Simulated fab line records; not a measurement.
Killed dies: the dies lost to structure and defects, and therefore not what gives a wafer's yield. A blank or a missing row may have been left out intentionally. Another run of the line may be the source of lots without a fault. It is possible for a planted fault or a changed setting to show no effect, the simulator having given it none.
Struck lot and sound lot, side by side -- flow sky130 -- 18 out of 708 route steps
Sound: these wafers, L232.1, L232.4, L232.5. Wafers struck: L244.1, L244.2, L244.4. At the end, the cause is stated.
At each step with rows: each side's tool, then ch and its chambers, then its first start. Under that, the readings that differ: sound wafers -- struck wafers -- difference of the means -- sigmas: that difference in standard deviations of wafers without a fault.
alike: a reading whose means differ by less than 2 such deviations, as well as words and numbers matching on both sides. not compared: withheld readings; readings where some wafer has no value; bounds like >300 that might hide an equal value; numbers whose values overlap and for which the record gives no deviation.
The two part at a step that has a row with sigmas, a row that says differs or no value, or rows on one side only. Non-overlapping numbers with no deviation appear without sigmas and do not part them. A reading that every wafer of one side lacks parts them only if that side has two wafers or more.

first, 3 steps without rows for these wafers: SKY_VIA3_EXPOSE_09 (exposes mask VIM3, target cd 200 nm); SKY_VIA3_PEB_10; SKY_VIA3_DEVELOP_11 (develop time 60 s).
SKY_VIA3_CD_MEAS_12: target cd 200 nm.
  sound on cd sem-01 at day 39 17:37; struck on cd sem-02 at day 43 12:17
  alike: cd nm
SKY_VIA3_OVL_MEAS_13:
  sound on overlay-01 at day 39 17:44; struck on overlay-02 at day 43 12:25
  alike: VIA3_OVL
SKY_VIA3_ETCH_14: etches BARC in N2/H2, stops on SiO2, time 45.9 s, target depth 60 nm.
  sound on rie diel-01 ch 0,2,3, day 39 17:47; struck on rie diel-02 ch 0,1,3, day 43 12:27
  alike: chamber pressure mTorr, drypump motor current A, oes product au, throttle valve pct
  not compared: rf hours counter h
SKY_VIA3_ETCH_15: etches SiO2 in C4F8/O2/Ar, stops on TiN, target depth 507 nm, time 78 s.
  sound on rie diel-01 ch 0,2,3, day 39 17:49; struck on rie diel-02 ch 0,1,3, day 43 12:29
  alike: chamber pressure mTorr, oes product au
  not compared: rf hours counter h
SKY_VIA3_STRIP_16: strips in O2/N2.
  sound on plasma asher-03 ch 0,1, day 39 17:53; struck on plasma asher-03 ch 0,1, day 43 12:33
  alike: chamber pressure mTorr, drypump motor current A, oes product au, strip time to endpoint s
  not compared: rf hours counter h
then, 3 steps without rows for these wafers: SKY_VIA3_STRIP_17 (strips in post etch residue remover, time 1200 s); SKY_VIA3_CLEAN_18 (cleans in IPA, time 180 s); SKY_VIA3_CLEAN_19 (cleans in O3/DIW).
SKY_VIA3_SPUTTER_20: material TiN, target thk 20 nm, time 80 s.
  sound on pvd sputter-01 at day 39 18:31; struck on pvd sputter-02 at day 43 13:08
  alike: cathode dc power W, throttle valve pct
SKY_VIA3_CVD_21: deposits W, target thk 390 nm, time 117.31 s.
  sound on cvd w-02 ch 0,1, day 39 18:35; struck on cvd w-02 ch 0,1, day 43 13:12
reading,sound,struck,difference,sigmas
model.W_of_VIA3_CVD_21.thk nm (nm),385.9 380.8 384.3,210.1 204.4 205.6,-177.0,
  alike: heater power w
SKY_VIA3_RS_MEAS_22: the measuring method here is four-point-probe.
  sound on film metro-03 at day 39 18:42; struck on film metro-03 at day 43 13:20
reading,sound,struck,difference,sigmas
VIA3_W_RS (ohm/sq),0.297 0.301 0.299,0.550 0.566 0.564,+0.261,+65
SKY_VIA3_THK_MEAS_23: measures by xrf.
  sound on film metro-03 at day 39 18:49; struck on film metro-03 at day 43 13:27
reading,sound,struck,difference,sigmas
VIA3_W_THK (nm),370 363 366,205 199 200,-165,-22
SKY_VIA3_CMP_24: polishes, stops on SiO2, t overpolish 20 s, target thk 0 nm.
  sound on cmp-01 ch 0,1, day 39 18:53; struck on cmp-02 ch 1,2,3, day 43 13:34
reading,sound,struck,difference,sigmas
time to endpoint s (s),90 98 88,59 51 53,-38,-7
  alike: motor current A
SKY_METAL4_SPUTTER_00: material Ti, target thk 15 nm, time 10 s.
  sound on pvd sputter-04 at day 39 19:11; struck on pvd sputter-04 at day 43 13:49
  alike: cathode dc power W, throttle valve pct
SKY_PAD_OPEN_PROBE_99:
  the record holds rows for the sound wafers here (prober-01, day 45 20:31) but none for the struck ones

## WHERE THEY PART
Last at SKY_PAD_OPEN_PROBE_99 as far as this record goes, first at SKY_VIA3_RS_MEAS_22.

WHY: what had been put in by the simulator
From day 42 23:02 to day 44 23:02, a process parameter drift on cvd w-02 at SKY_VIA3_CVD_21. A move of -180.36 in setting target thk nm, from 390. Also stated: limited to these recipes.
